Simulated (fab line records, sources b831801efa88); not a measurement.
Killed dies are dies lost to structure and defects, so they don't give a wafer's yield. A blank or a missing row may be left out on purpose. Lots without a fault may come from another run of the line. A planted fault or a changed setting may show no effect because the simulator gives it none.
fab line records | flow gf180mcu
record lots=5 wafers=15 last_day=33
route steps=602 shown V1@355 M2@362 V2@382
lots that met no fault: from a run of the same line without faults
start_h: hours from the record's first day to the start of the lot's first wafer shown | wait_h: hours since the lot's step before | " the same as in the row above | L1.1+2: a row that stands for several wafers | - no value, or no start given | * or withheld: withheld | < > ~ a bound
route shown NAME@n: a module of which the file shows steps, and the number in the route of the first | usual: mean/standard deviation of fault-free wafers | same: alike in all rows | chamber/n: place in a boat | sites: the reading at each site | _std_site: their standard deviation | _edge_site: outer sites' mean less inner sites' | radius_mm: how far each site lies from the wafer's centre | mask NAME#n: copy n | behind: the tool/chamber that last shaped the wafer | hold: why the lot was held/for how many hours/how that ended | device: the transistor (n, p or np) that didn't switch | end of line: the same wafers' tests at the end of the route | a step without rows: its recipe alone | killed: dies lost to structure and defects at the first sort, not the wafer's yield | map: a wafer's dies, x killed, . not, _ none there
set.NAME: the setting as run; set.NAME@STEP: as run at that earlier step | model.NAME: the simulator's own value behind a step, which no gauge read
lots at some steps of the route; a table a step, a row a wafer
services: from which hour (start_h, from the record's first day; less than 0 if before it) a tool's chamber was out of use, for how many hours, and why
## steps
# step GF_V1_CLEAN_20
# recipe chemistry=DIW dry=n2_spin
# columns lot.wafer tool chamber start_h wait_h
L085.2+3+4 wet_bench-01 0 519.60 0.0
L087.1+2+4 wet_bench-04 3 527.37 0.0
L089.1+4+5 wet_bench-03 3 548.47 0.0
L090.2+3+5 wet_bench-04 2 557.31 0.0
L092.4+5+6 wet_bench-03 1 570.09 0.0
# step GF_V1_SPUTTER_21
# recipe material=Ti target_thk_nm=15 chamber_pressure_pa=5 power_w=2500 substrate_temp_c=200 time_s=80.02
# usual throttle_valve_pct=30.2/1.2
# columns lot.wafer tool chamber start_h wait_h throttle_valve_pct
L085.2 pvd_sputter-04 - 519.69 0.0 26.9
L085.3 " - " " 30.0
L085.4 " - " " 30.0
L087.1 pvd_sputter-02 - 527.47 0.0 31.1
L087.2 " - " " 31.6
L087.4 " - " " 28.2
L089.1 pvd_sputter-01 - 548.56 0.0 30.8
L089.4 " - " " 28.9
L089.5 " - " " 30.3
L090.2 pvd_sputter-01 - 557.40 0.0 30.8
L090.3 " - " " 31.1
L090.5 " - " " 30.6
L092.4 pvd_sputter-02 - 570.18 0.0 30.7
L092.5 " - " " 31.6
L092.6 " - " " 31.1
# step GF_V1_SPUTTER_22
# recipe material=TiN target_thk_nm=10 chamber_pressure_pa=5 power_w=4000 time_s=40
# usual throttle_valve_pct=30.2/1.2
# columns lot.wafer tool chamber start_h wait_h throttle_valve_pct
L085.2 pvd_sputter-04 - 519.75 0.0 27.2
L085.3 " - " " 30.2
L085.4 " - " " 30.0
L087.1 pvd_sputter-02 - 527.53 0.0 31.1
L087.2 " - " " 31.7
L087.4 " - " " 27.8
L089.1 pvd_sputter-01 - 548.62 0.0 30.8
L089.4 " - " " 28.7
L089.5 " - " " 30.1
L090.2 pvd_sputter-01 - 557.47 0.0 30.9
L090.3 " - " " 31.1
L090.5 " - " " 30.9
L092.4 pvd_sputter-02 - 570.24 0.0 30.9
L092.5 " - " " 31.7
L092.6 " - " " 31.0
# step GF_V1_CVD_23
# recipe material=W target_thk_nm=350 time_s=105.05 temp_c=400 pressure_torr=40
# usual heater_power_w=837/44
# columns lot.wafer tool chamber start_h wait_h heater_power_w
L085.2 cvd_w-01 0 519.79 0.0 771
L085.3 " 1 " " 812
L085.4 " 0 " " 765
L087.1 cvd_w-02 1 527.57 0.0 868
L087.2 " 0 " " 872
L087.4 " 1 " " 884
L089.1 cvd_w-02 0 548.66 0.0 890
L089.4 " 0 " " 855
L089.5 " 1 " " 851
L090.2 cvd_w-01 0 557.50 0.0 775
L090.3 " 0 " " 763
L090.5 " 0 " " 781
L092.4 cvd_w-01 0 570.32 0.1 782
L092.5 " 1 " " 861
L092.6 " 0 " " 781
# step GF_V1_RS_MEAS_24
# recipe thk_meas_gauge=four-point-probe reads=W_of_V1_CVD_23+TiN_of_V1_SPUTTER_22+Ti_of_V1_SPUTTER_21
# usual V1_W_RS=0.329/0.0032
# columns lot.wafer tool chamber start_h wait_h V1_W_RS[ohm/sq]
L085.2 film_metro-02 - 519.92 0.1 0.330
L085.3 " - " " 0.326
L085.4 " - " " 0.328
L087.1 film_metro-02 - 527.68 0.1 0.331
L087.2 " - " " 0.331
L087.4 " - " " 0.334
L089.1 film_metro-01 - 548.77 0.1 0.326
L089.4 " - " " 0.331
L089.5 " - " " 0.328
L090.2 film_metro-04 - 557.64 0.1 0.328
L090.3 " - " " 0.331
L090.5 " - " " 0.331
L092.4 film_metro-01 - 570.46 0.1 0.335
L092.5 " - " " 0.326
L092.6 " - " " 0.331
# step GF_V1_THK_MEAS_25
# recipe thk_meas_gauge=xrf reads=W_of_V1_CVD_23
# usual V1_W_THK=348/5
# columns lot.wafer tool chamber start_h wait_h V1_W_THK[nm]
L085.2 film_metro-02 - 520.03 0.1 350
L085.3 " - " " 352
L085.4 " - " " 350
L087.1 film_metro-02 - 527.80 0.1 348
L087.2 " - " " 348
L087.4 " - " " 344
L089.1 film_metro-01 - 548.89 0.1 350
L089.4 " - " " 346
L089.5 " - " " 349
L090.2 film_metro-04 - 557.75 0.1 346
L090.3 " - " " 341
L090.5 " - " " 342
L092.4 film_metro-01 - 570.55 0.1 342
L092.5 " - " " 351
L092.6 " - " " 347
# step GF_V1_CMP_26
# recipe stop_on=SiO2 down_force_psi=3.5 platen_rpm=60 t_overpolish_s=15 target_thk_nm=0 pad_velocity_m_s=0.94248
# usual motor_current_A=10.8/1.1 overpolish_run_s=14.999/0.0089 time_to_endpoint_s=85/3.3
# columns lot.wafer tool chamber start_h wait_h motor_current_A overpolish_run_s time_to_endpoint_s
L085.4 cmp-02 0 520.08 0.0 11.5 14.989 78
L085.3 " 1 " " 12.7 15.004 83
L085.2 " 2 " " 10.9 14.998 77
L087.1 cmp-01 2 527.86 0.1 10.0 15.004 84
L087.4 " 3 " " 10.0 15.004 90
L087.2 " 0 " " 10.3 15.001 88
L089.4 cmp-01 2 548.95 0.0 10.0 14.995 82
L089.1 " 3 " " 10.2 15.002 83
L089.5 " 3 " " 10.0 14.987 85
L090.2 cmp-02 1 557.80 0.0 12.9 15.000 81
L090.3 " 3 " " 11.8 14.995 81
L090.5 " 1 " " 12.8 14.985 82
L092.4 cmp-01 2 570.58 0.0 9.7 14.997 84
L092.6 " 2 " " 10.1 14.993 80
L092.5 " 3 " " 9.4 15.006 86
# step GF_M2_SPUTTER_00
# recipe material=Ti target_thk_nm=37.5 arriving_ion_energy_ev=80 substrate_temp_c=200 chamber_pressure_pa=2 power_w=4000 time_s=150
# usual throttle_valve_pct=30.0/1
# columns lot.wafer tool chamber start_h wait_h throttle_valve_pct
L085.2 pvd_sputter-03 - 520.38 0.1 30.1
L085.3 " - " " 30.1
L085.4 " - " " 30.1
L087.1 pvd_sputter-03 - 528.16 0.2 30.1
L087.2 " - " " 30.3
L087.4 " - " " 31.0
L089.1 pvd_sputter-04 - 549.25 0.2 29.8
L089.4 " - " " 27.2
L089.5 " - " " 30.1
L090.2 pvd_sputter-03 - 558.10 0.2 30.3
L090.3 " - " " 31.1
L090.5 " - " " 31.0
L092.4 pvd_sputter-03 - 570.88 0.2 30.2
L092.5 " - " " 31.0
L092.6 " - " " 30.3
# step GF_M2_SPUTTER_01
# recipe material=TiN target_thk_nm=30 power_w=6500 time_s=25 chamber_pressure_pa=0.4
# usual throttle_valve_pct=30.0/1
# columns lot.wafer tool chamber start_h wait_h throttle_valve_pct
L085.2 pvd_sputter-03 - 520.48 0.1 29.8
L085.3 " - " " 30.4
L085.4 " - " " 30.0
L087.1 pvd_sputter-03 - 528.26 0.1 30.4
L087.2 " - " " 29.7
L087.4 " - " " 31.1
L089.1 pvd_sputter-04 - 549.35 0.1 30.1
L089.4 " - " " 27.2
L089.5 " - " " 30.3
L090.2 pvd_sputter-03 - 558.20 0.1 30.1
L090.3 " - " " 30.9
L090.5 " - " " 31.0
L092.4 pvd_sputter-03 - 570.98 0.1 30.1
L092.5 " - " " 31.0
L092.6 " - " " 30.0
# step GF_M2_SPUTTER_02
# recipe material=AlCu target_thk_nm=450 power_w=10600 time_s=23.9 chamber_pressure_pa=0.4
# usual throttle_valve_pct=30.0/0.99
# columns lot.wafer tool chamber start_h wait_h throttle_valve_pct
L085.2 pvd_sputter-03 - 520.51 0.0 30.3
L085.3 " - " " 30.2
L085.4 " - " " 29.9
L087.1 pvd_sputter-03 - 528.29 0.0 30.3
L087.2 " - " " 30.0
L087.4 " - " " 31.0
L089.1 pvd_sputter-04 - 549.38 0.0 30.0
L089.4 " - " " 27.2
L089.5 " - " " 30.5
L090.2 pvd_sputter-03 - 558.23 0.0 30.0
L090.3 " - " " 31.0
L090.5 " - " " 31.0
L092.4 pvd_sputter-03 - 571.01 0.0 30.0
L092.5 " - " " 30.8
L092.6 " - " " 30.2
# step GF_M2_SPUTTER_03
# recipe material=Ti target_thk_nm=10 substrate_temp_c=300 chamber_pressure_pa=0.3 power_w=3000 time_s=6.7
# usual throttle_valve_pct=30.0/1
# columns lot.wafer tool chamber start_h wait_h throttle_valve_pct
L085.2 pvd_sputter-03 - 520.54 0.0 30.2
L085.3 " - " " 30.2
L085.4 " - " " 29.9
L087.1 pvd_sputter-03 - 528.32 0.0 30.1
L087.2 " - " " 30.2
L087.4 " - " " 30.8
L089.1 pvd_sputter-04 - 549.41 0.0 29.6
L089.4 " - " " 27.0
L089.5 " - " " 30.0
L090.2 pvd_sputter-03 - 558.26 0.0 30.1
L090.3 " - " " 30.8
L090.5 " - " " 31.0
L092.4 pvd_sputter-03 - 571.04 0.0 30.0
L092.5 " - " " 31.1
L092.6 " - " " 30.2
# step GF_M2_SPUTTER_04
# recipe material=TiN target_thk_nm=50 power_w=6500 time_s=41.7 chamber_pressure_pa=0.4
# usual throttle_valve_pct=30.0/1
# columns lot.wafer tool chamber start_h wait_h throttle_valve_pct
L085.2 pvd_sputter-03 - 520.56 0.0 30.0
L085.3 " - " " 30.1
L085.4 " - " " 29.7
L087.1 pvd_sputter-03 - 528.34 0.0 30.5
L087.2 " - " " 30.0
L087.4 " - " " 31.2
L089.1 pvd_sputter-04 - 549.43 0.0 30.0
L089.4 " - " " 27.0
L089.5 " - " " 30.2
L090.2 pvd_sputter-03 - 558.28 0.0 30.1
L090.3 " - " " 31.1
L090.5 " - " " 31.1
L092.4 pvd_sputter-03 - 571.06 0.0 30.0
L092.5 " - " " 31.0
L092.6 " - " " 30.1
# step GF_M2_RS_MEAS_05
# recipe thk_meas_gauge=four-point-probe reads=TiN_of_M2_SPUTTER_04+Ti_of_M2_SPUTTER_03+AlCu_of_M2_SPUTTER_02+TiN_of_M2_SPUTTER_01+Ti_of_M2_SPUTTER_00
# usual M2_ALCU_RS=0.0697/0.00062
# columns lot.wafer tool chamber start_h wait_h M2_ALCU_RS[ohm/sq]
L085.2 film_metro-01 - 520.62 0.0 0.0690
L085.3 " - " " 0.0694
L085.4 " - " " 0.0690
L087.1 film_metro-03 - 528.38 0.0 0.0698
L087.2 " - " " 0.0696
L087.4 " - " " 0.0695
L089.1 film_metro-04 - 549.47 0.0 0.0692
L089.4 " - " " 0.0683
L089.5 " - " " 0.0684
L090.2 film_metro-01 - 558.34 0.0 0.0702
L090.3 " - " " 0.0713
L090.5 " - " " 0.0709
L092.4 film_metro-04 - 571.16 0.1 0.0701
L092.5 " - " " 0.0695
L092.6 " - " " 0.0697
# step GF_M2_THK_MEAS_06
# recipe thk_meas_gauge=xrf reads=AlCu_of_M2_SPUTTER_02
# usual M2_ALCU_THK=451/4.5
# columns lot.wafer tool chamber start_h wait_h M2_ALCU_THK[nm]
L085.2 film_metro-01 - 520.73 0.1 453
L085.3 " - " " 451
L085.4 " - " " 452
L087.1 film_metro-03 - 528.50 0.1 449
L087.2 " - " " 451
L087.4 " - " " 453
L089.1 film_metro-04 - 549.59 0.1 454
L089.4 " - " " 460
L089.5 " - " " 457
L090.2 film_metro-01 - 558.45 0.1 446
L090.3 " - " " 444
L090.5 " - " " 441
L092.4 film_metro-04 - 571.25 0.1 448
L092.5 " - " " 453
L092.6 " - " " 451
# step GF_M2_DEHYDRATE_07
# recipe temp_c=200 time_s=60
# usual heater_power_total_W=160.39/0.13
# columns lot.wafer tool chamber start_h wait_h heater_power_total_W
L085.2 litho_track-04 0 531.65 10.9 160.51
L085.3 " 0 " " 160.49
L085.4 " 0 " " 160.32
L087.1 litho_track-03 0 539.64 11.1 160.22
L087.2 " 0 " " 160.28
L087.4 " 0 " " 160.50
L089.1 litho_track-03 0 560.19 10.6 160.60
L089.4 " 0 " " 160.45
L089.5 " 0 " " 160.42
L090.2 litho_track-03 0 569.27 10.8 160.51
L090.3 " 0 " " 160.62
L090.5 " 0 " " 160.30
L092.4 litho_track-01 0 581.19 9.9 160.51
L092.5 " 0 " " 160.41
L092.6 " 0 " " 160.27
# step GF_M2_HMDS_08
# recipe prime_time_s=60 prime_temp_c=120
# columns lot.wafer tool chamber start_h wait_h
L085.2+3+4 litho_track-04 0 531.80 0.1
L087.1+2+4 litho_track-03 0 539.79 0.1
L089.1+4+5 litho_track-03 0 560.34 0.1
L090.2+3+5 litho_track-03 0 569.42 0.1
L092.4+5+6 litho_track-01 0 581.34 0.1
# step GF_M2_COAT_09
# recipe resist=KrF spin_rpm=withheld resist_thk_nm=1000
# columns lot.wafer tool chamber start_h wait_h
L085.2+3+4 litho_track-04 0 531.95 0.1
L087.1+2+4 litho_track-03 0 539.94 0.1
L089.1+4+5 litho_track-03 0 560.49 0.1
L090.2+3+5 litho_track-03 0 569.57 0.1
L092.4+5+6 litho_track-01 0 581.49 0.1
# step GF_M2_SOFTBAKE_10
# recipe temp_c=130 time_s=60 resist=KrF
# usual heater_power_total_W=93.05/0.059
# columns lot.wafer tool chamber start_h wait_h heater_power_total_W
L085.2 litho_track-04 0 532.10 0.1 93.06
L085.3 " 0 " " 93.06
L085.4 " 0 " " 93.09
L087.1 litho_track-03 0 540.09 0.1 93.10
L087.2 " 0 " " 93.02
L087.4 " 0 " " 93.09
L089.1 litho_track-03 0 560.64 0.1 93.09
L089.4 " 0 " " 93.13
L089.5 " 0 " " 93.06
L090.2 litho_track-03 0 569.72 0.1 93.12
L090.3 " 0 " " 93.02
L090.5 " 0 " " 93.03
L092.4 litho_track-01 0 581.64 0.1 93.13
L092.5 " 0 " " 93.05
L092.6 " 0 " " 93.06
# step GF_M2_EXPOSE_11
# recipe mask_id=Metal2 target_cd_nm=280 na=0.68 source_shape=conventional sigma_outer=0.6 dose_mj=28
# columns lot.wafer tool chamber start_h wait_h mask
L085.2+3+4 krf_scanner-01 0 - - Metal2#0
L087.1+2+4 krf_scanner-01 0 - - Metal2#0
L089.1+4+5 krf_scanner-01 0 - - Metal2#0
L090.2+3+5 krf_scanner-02 0 - - Metal2#0
L092.4+5+6 krf_scanner-02 0 - - Metal2#0
# step GF_M2_PEB_12
# recipe peb_temp_c=135 peb_time_s=90 resist=KrF
# usual heater_power_total_W=85.69/0.085
# columns lot.wafer tool chamber start_h wait_h heater_power_total_W
L085.2 litho_track-04 0 - - 85.86
L085.3 " 0 " " 85.77
L085.4 " 0 " " 85.62
L087.1 litho_track-04 0 - - 85.58
L087.2 " 0 " " 85.63
L087.4 " 0 " " 85.81
L089.1 litho_track-03 0 - - 85.61
L089.4 " 0 " " 85.73
L089.5 " 0 " " 85.80
L090.2 litho_track-01 0 - - 85.61
L090.3 " 0 " " 85.81
L090.5 " 0 " " 85.77
L092.4 litho_track-04 0 - - 85.67
L092.5 " 0 " " 85.69
L092.6 " 0 " " 85.78
# step GF_M2_DEVELOP_13
# recipe develop_time_s=60 dev_temp_c=21
# columns lot.wafer tool chamber start_h wait_h
L085.2+3+4 litho_track-04 0 543.35 0.2
L087.1+2+4 litho_track-04 0 551.07 0.2
L089.1+4+5 litho_track-03 0 571.59 0.2
L090.2+3+5 litho_track-01 0 580.64 0.2
L092.4+5+6 litho_track-04 0 592.50 0.1
# step GF_M2_CD_MEAS_14
# recipe target_cd_nm=280
# usual cd_nm=279.6/1.2
# columns lot.wafer tool chamber start_h wait_h cd_nm
L085.2 cd_sem-01 - 543.49 0.1 281.3
L085.3 " - " " 280.8
L085.4 " - " " 281.8
L087.1 cd_sem-01 - 551.22 0.1 279.1
L087.2 " - " " 279.1
L087.4 " - " " 278.7
L089.1 cd_sem-02 - 571.74 0.1 279.8
L089.4 " - " " 280.7
L089.5 " - " " 279.8
L090.2 cd_sem-02 - 580.78 0.1 280.0
L090.3 " - " " 280.1
L090.5 " - " " 280.6
L092.4 cd_sem-02 - 592.63 0.1 280.6
L092.5 " - " " 280.6
L092.6 " - " " 279.4
# step GF_M2_OVL_MEAS_15
# usual M2_OVL=1/5.7
# columns lot.wafer tool chamber start_h wait_h M2_OVL[nm]
L085.2 overlay-01 - 543.60 0.1 -5
L085.3 " - " " -8
L085.4 " - " " -4
L087.1 overlay-01 - 551.34 0.1 -5
L087.2 " - " " -5
L087.4 " - " " 1
L089.1 overlay-02 - 571.86 0.1 0
L089.4 " - " " -2
L089.5 " - " " 0
L090.2 overlay-02 - 580.89 0.1 -8
L090.3 " - " " -11
L090.5 " - " " -8
L092.4 overlay-01 - 592.71 0.1 3
L092.5 " - " " 4
L092.6 " - " " 7
# step GF_M2_METAL_ETCH_16
# recipe chemistry=Cl2/BCl3 mask_material=KrF target_depth_nm=627.5 stop_on=SiO2 pressure_mtorr=8 icp_w=800 bias_w=140 Cl2_flow_sccm=80 bcl3_flow_sccm=40 time_s=104.6
# usual bias_w=140.0/0.44 drypump_motor_current_A=5.7/0.42 oes_product_au=0.971/0.0057 throttle_valve_pct=28.251/0.0096
# columns lot.wafer tool chamber start_h wait_h bias_w drypump_motor_current_A oes_product_au rf_hours_counter_h throttle_valve_pct
L085.2 rie_metal-03 1 543.63 0.0 140.7 5.5 0.975 2 28.230
L085.3 " 1 " " 140.4 5.4 0.983 - 28.255
L085.4 " 0 " " 139.8 5.6 0.975 - 28.250
L087.1 rie_metal-01 1 551.38 0.0 139.4 5.2 0.970 8 28.260
L087.2 " 1 " " 139.7 5.3 0.967 - 28.251
L087.4 " 1 " " 139.3 5.3 0.972 - 28.253
L089.1 rie_metal-03 1 571.90 0.0 140.7 5.5 0.966 3 28.249
L089.4 " 1 " " 140.3 5.5 0.986 - 28.232
L089.5 " 1 " " 139.8 5.4 0.980 - 28.255
L090.2 rie_metal-01 0 580.92 0.0 141.1 6.0 0.969 0 28.250
L090.3 " 0 " " 140.7 6.0 0.957 - 28.267
L090.5 " 1 " " 140.2 5.2 0.970 - 28.257
L092.4 rie_metal-03 1 592.76 0.0 139.9 5.5 0.969 - 28.245
L092.5 " 0 " " 140.4 5.6 0.973 - 28.254
L092.6 " 1 " " 140.3 5.5 0.979 - 28.247
# step GF_M2_STRIP_17
# recipe chemistry=O2/N2 power_w=1400 pressure_mtorr=1500 platen_temp_c=250 o2_flow_sccm=3000 n2_flow_sccm=300 overash_fraction=0.5
# usual drypump_motor_current_A=5.51/0.27 heater_power_w=358/53 o2_flow_sccm=3001/8.7 oes_product_au=0.558/0.0048 strip_time_to_endpoint_s=7.87/0.039
# columns lot.wafer tool chamber start_h wait_h drypump_motor_current_A heater_power_w o2_flow_sccm oes_product_au rf_hours_counter_h strip_time_to_endpoint_s
L085.2 plasma_asher-03 0 543.74 0.1 5.38 280 2997 0.555 75 7.84
L085.3 " 0 " " 5.37 286 2992 0.555 - 7.86
L085.4 " 1 " " 5.85 434 2993 0.561 - 7.87
L087.1 plasma_asher-02 0 551.60 0.2 5.04 309 2994 0.550 94 7.86
L087.2 " 1 " " 5.54 352 3009 0.552 94 7.85
L087.4 " 1 " " 5.60 347 2998 0.557 - 7.80
L089.1 plasma_asher-01 1 572.01 0.1 5.32 387 3015 0.558 45 7.92
L089.4 " 1 " " 5.31 381 3000 0.560 - 7.88
L089.5 " 0 " " 5.68 361 3008 0.560 - 7.91
L090.2 plasma_asher-01 1 581.03 0.1 5.34 380 3008 0.550 46 7.80
L090.3 " 1 " " 5.31 382 3020 0.559 - 7.87
L090.5 " 1 " " 5.31 383 3012 0.565 - 7.85
L092.4 plasma_asher-03 0 592.87 0.1 5.37 279 3002 0.556 - 7.92
L092.5 " 1 " " 5.87 443 3005 0.559 - 7.91
L092.6 " 0 " " 5.37 285 2990 0.561 - 7.92
# step GF_M2_STRIP_18
# recipe chemistry=post_etch_residue_remover time_s=1200 temp_c=72.5
# columns lot.wafer tool chamber start_h wait_h
L085.2+3+4 wet_bench-02 1 543.84 0.1
L087.1+2+4 wet_bench-02 2 551.70 0.1
L089.1+4+5 wet_bench-04 1 572.11 0.1
L090.2+3+5 wet_bench-04 1 581.13 0.1
L092.4+5+6 wet_bench-04 3 592.94 0.0
# step GF_M2_CLEAN_19
# recipe chemistry=DIW dry=n2_spin
# columns lot.wafer tool chamber start_h wait_h
L085.2+3+4 wet_bench-04 1 544.18 0.0
L087.1+2+4 wet_bench-04 3 552.04 0.0
L089.1+4+5 wet_bench-04 3 572.48 0.0
L090.2+3+5 wet_bench-04 1 581.54 0.0
L092.4+5+6 wet_bench-02 1 593.31 0.0
# step GF_V2_CVD_00
# recipe material=SiO2 target_thk_nm=600 sigma_open_frac=0.3 temp_c=400 time_s=100 sih4_flow_sccm=60 pressure_mtorr=6
# columns lot.wafer tool chamber start_h wait_h
L085.2+3+4 hdpcvd-01 0,1,1 544.27 0.0
L087.1+2+4 hdpcvd-01 1,2,0 552.14 0.0
L089.1+4+5 hdpcvd-01 2,2,0 572.58 0.0
L090.2+3+5 hdpcvd-02 2,1,1 581.64 0.0
L092.4+5+6 hdpcvd-01 0,1,2 593.44 0.0
# step GF_V2_THK_MEAS_01
# recipe reads=SiO2_of_V2_CVD_00
# usual V2_CVD_00_THK=596/6.1
# columns lot.wafer tool chamber start_h wait_h V2_CVD_00_THK[nm]
L085.2 film_metro-03 - 544.36 0.0 600
L085.3 " - " " 594
L085.4 " - " " 594
L087.1 film_metro-02 - 552.21 0.0 584
L087.2 " - " " 585
L087.4 " - " " 584
L089.1 film_metro-02 - 572.66 0.0 589
L089.4 " - " " 586
L089.5 " - " " 601
L090.2 film_metro-04 - 581.72 0.0 606
L090.3 " - " " 602
L090.5 " - " " 603
L092.4 film_metro-03 - 593.51 0.0 597
L092.5 " - " " 593
L092.6 " - " " 589
# step GF_V2_CVD_02
# recipe material=SiO2 target_thk_nm=850 precursor=TEOS temp_c=400 time_s=94.851 rf_w=600
# usual heater_power_w=597/92
# columns lot.wafer tool chamber start_h wait_h heater_power_w
L085.2 pecvd-03 0 544.41 0.0 554
L085.3 " 2 " " 772
L085.4 " 0 " " 441
L087.1 pecvd-01 0 552.27 0.1 637
L087.2 " 1 " " 715
L087.4 " 0 " " 664
L089.1 pecvd-03 2 572.72 0.1 668
L089.4 " 0 " " 570
L089.5 " 1 " " 434
L090.2 pecvd-03 2 581.77 0.0 684
L090.3 " 1 " " 466
L090.5 " 0 " " 525
L092.4 pecvd-02 0 593.57 0.1 603
L092.5 " 1 " " 593
L092.6 " 2 " " 563
# step GF_V2_THK_MEAS_03
# recipe reads=SiO2_of_V2_CVD_02
# usual V2_CVD_02_THK=847/10
# columns lot.wafer tool chamber start_h wait_h V2_CVD_02_THK[nm]
L085.2 film_metro-04 - 544.49 0.0 842
L085.3 " - " " 834
L085.4 " - " " 842
L087.1 film_metro-03 - 552.34 0.0 856
L087.2 " - " " 842
L087.4 " - " " 858
L089.1 film_metro-02 - 572.79 0.0 838
L089.4 " - " " 842
L089.5 " - " " 852
L090.2 film_metro-02 - 581.85 0.0 846
L090.3 " - " " 849
L090.5 " - " " 853
L092.4 film_metro-02 - 593.64 0.0 859
L092.5 " - " " 855
L092.6 " - " " 853
# step GF_V2_CMP_04
# recipe material=SiO2 down_force_psi=4 platen_rpm=60 pad_velocity_m_s=0.94248
# usual motor_current_A=12.1/1.2 time_to_endpoint_s=80/4.4
# columns lot.wafer tool chamber start_h wait_h motor_current_A time_to_endpoint_s
L085.4 cmp-02 1 544.54 0.0 13.5 78
L085.3 " 2 " " 10.9 76
L085.2 " 0 " " 13.2 76
L087.1 cmp-02 2 552.40 0.1 11.6 82
L087.2 " 3 " " 13.6 76
L087.4 " 1 " " 14.0 83
L089.4 cmp-02 0 573.18 0.4 12.6 76
L089.1 " 1 " " 14.0 78
L089.5 " 0 " " 12.5 80
L090.2 cmp-01 1 581.90 0.0 11.4 80
L090.3 " 2 " " 11.1 81
L090.5 " 2 " " 11.1 80
L092.4 cmp-02 1 593.77 0.1 14.5 84
L092.6 " 3 " " 13.7 82
L092.5 " 0 " " 13.0 79
# step GF_V2_BOW_MEAS_05
# recipe mode=bow
# usual V2_BOW=98/7.4
# columns lot.wafer tool chamber start_h wait_h V2_BOW[um]
L085.2 film_metro-04 - 544.86 0.1 111
L085.3 " - " " 104
L085.4 " - " " 107
L087.1 film_metro-02 - 552.70 0.2 101
L087.2 " - " " 99
L087.4 " - " " 111
L089.1 film_metro-02 - 573.43 0.1 107
L089.4 " - " " 96
L089.5 " - " " 92
L090.2 film_metro-04 - 582.22 0.3 96
L090.3 " - " " 97
L090.5 " - " " 103
L092.4 film_metro-04 - 594.03 0.2 94
L092.5 " - " " 92
L092.6 " - " " 97
# step GF_V2_DEHYDRATE_06
# recipe temp_c=200 time_s=60
# usual heater_power_total_W=160.38/0.12
# columns lot.wafer tool chamber start_h wait_h heater_power_total_W
L085.2 litho_track-01 0 555.29 10.4 160.25
L085.3 " 0 " " 160.24
L085.4 " 0 " " 160.18
L087.1 litho_track-01 0 563.36 10.6 160.34
L087.2 " 0 " " 160.19
L087.4 " 0 " " 160.32
L089.1 litho_track-03 0 583.19 9.7 160.23
L089.4 " 0 " " 160.34
L089.5 " 0 " " 160.42
L090.2 litho_track-03 0 592.37 10.1 160.51
L090.3 " 0 " " 160.32
L090.5 " 0 " " 160.43
L092.4 litho_track-01 0 604.09 10.0 160.31
L092.5 " 0 " " 160.24
L092.6 " 0 " " 160.36
# step GF_V2_HMDS_07
# recipe prime_time_s=60 prime_temp_c=120
# columns lot.wafer tool chamber start_h wait_h
L085.2+3+4 litho_track-01 0 555.44 0.1
L087.1+2+4 litho_track-01 0 563.51 0.1
L089.1+4+5 litho_track-03 0 583.34 0.1
L090.2+3+5 litho_track-03 0 592.52 0.1
L092.4+5+6 litho_track-01 0 604.24 0.1
# step GF_V2_COAT_08
# recipe resist=BARC temp_c=withheld time_s=withheld spin_rpm=withheld resist_thk_nm=withheld
# columns lot.wafer tool chamber start_h wait_h
L085.2+3+4 litho_track-01 0 555.59 0.1
L087.1+2+4 litho_track-01 0 563.66 0.1
L089.1+4+5 litho_track-03 0 583.49 0.1
L090.2+3+5 litho_track-03 0 592.67 0.1
L092.4+5+6 litho_track-01 0 604.39 0.1
# step GF_V2_COAT_09
# recipe resist=KrF spin_rpm=withheld resist_thk_nm=1000
# columns lot.wafer tool chamber start_h wait_h
L085.2+3+4 litho_track-01 0 - -
L087.1+2+4 litho_track-01 0 - -
L089.1+4+5 litho_track-03 0 - -
L090.2+3+5 litho_track-03 0 - -
L092.4+5+6 litho_track-01 0 - -
# step GF_V2_SOFTBAKE_10
# recipe temp_c=130 time_s=60 resist=KrF
# usual heater_power_total_W=93.05/0.065
# columns lot.wafer tool chamber start_h wait_h heater_power_total_W
L085.2 litho_track-01 0 - - 93.11
L085.3 " 0 " " 93.04
L085.4 " 0 " " 93.04
L087.1 litho_track-01 0 - - 93.09
L087.2 " 0 " " 93.04
L087.4 " 0 " " 92.93
L089.1 litho_track-03 0 - - 92.99
L089.4 " 0 " " 93.11
L089.5 " 0 " " 92.93
L090.2 litho_track-03 0 - - 93.03
L090.3 " 0 " " 93.14
L090.5 " 0 " " 93.07
L092.4 litho_track-01 0 - - 92.96
L092.5 " 0 " " 93.10
L092.6 " 0 " " 92.93
# step GF_V2_EXPOSE_11
# recipe mask_id=Via2 target_cd_nm=260 na=0.68 source_shape=conventional sigma_outer=0.6 dose_mj=38
# columns lot.wafer tool chamber start_h wait_h mask
L085.2+3+4 krf_scanner-02 0 - - Via2#0
L087.1+2+4 krf_scanner-01 0 - - Via2#0
L089.1+4+5 krf_scanner-02 0 - - Via2#0
L090.2+3+5 krf_scanner-01 0 - - Via2#0
L092.4+5+6 krf_scanner-01 0 - - Via2#0
# step GF_V2_PEB_12
# recipe peb_temp_c=135 peb_time_s=90 resist=KrF
# usual heater_power_total_W=85.70/0.088
# columns lot.wafer tool chamber start_h wait_h heater_power_total_W
L085.2 litho_track-01 0 - - 85.80
L085.3 " 0 " " 85.65
L085.4 " 0 " " 85.62
L087.1 litho_track-01 0 - - 85.71
L087.2 " 0 " " 85.82
L087.4 " 0 " " 85.75
L089.1 litho_track-02 0 - - 85.63
L089.4 " 0 " " 85.78
L089.5 " 0 " " 85.59
L090.2 litho_track-01 0 - - 85.79
L090.3 " 0 " " 85.67
L090.5 " 0 " " 85.71
L092.4 litho_track-01 0 - - 85.67
L092.5 " 0 " " 85.80
L092.6 " 0 " " 85.81
## services
# columns tool chamber start_h hours kind
pecvd-03 - 497.67 1.1 repair
cmp-02 - 501.62 5.4 pm
cmp-02 - 512.59 0.9 repair
krf_scanner-01 - 514.19 0.9 repair
krf_scanner-02 - 516.44 4.4 pm
cmp-01 - 524.18 2.5 repair
pecvd-01 1 527.17 14.8 repair
cmp-02 - 535.64 8.7 repair
krf_scanner-02 - 536.97 1.0 pm
pvd_sputter-01 - 537.96 0.8 repair
cmp-02 - 540.34 0.7 repair
cmp-02 - 556.24 0.8 repair
krf_scanner-01 - 560.91 0.8 pm
cvd_w-02 - 566.57 6.9 pm
cmp-01 - 572.18 4.0 pm
hdpcvd-01 - 574.44 1.7 repair
plasma_asher-03 - 577.20 4.0 pm
pecvd-03 - 580.32 1.1 repair
pvd_sputter-02 - 581.17 1.5 repair
pecvd-03 - 584.32 2.6 repair
cvd_w-01 - 588.75 1.4 repair
krf_scanner-02 - 591.51 6.2 repair
cmp-01 - 591.56 3.6 repair
cvd_w-01 0 606.74 2.1 repair
## key
fault none
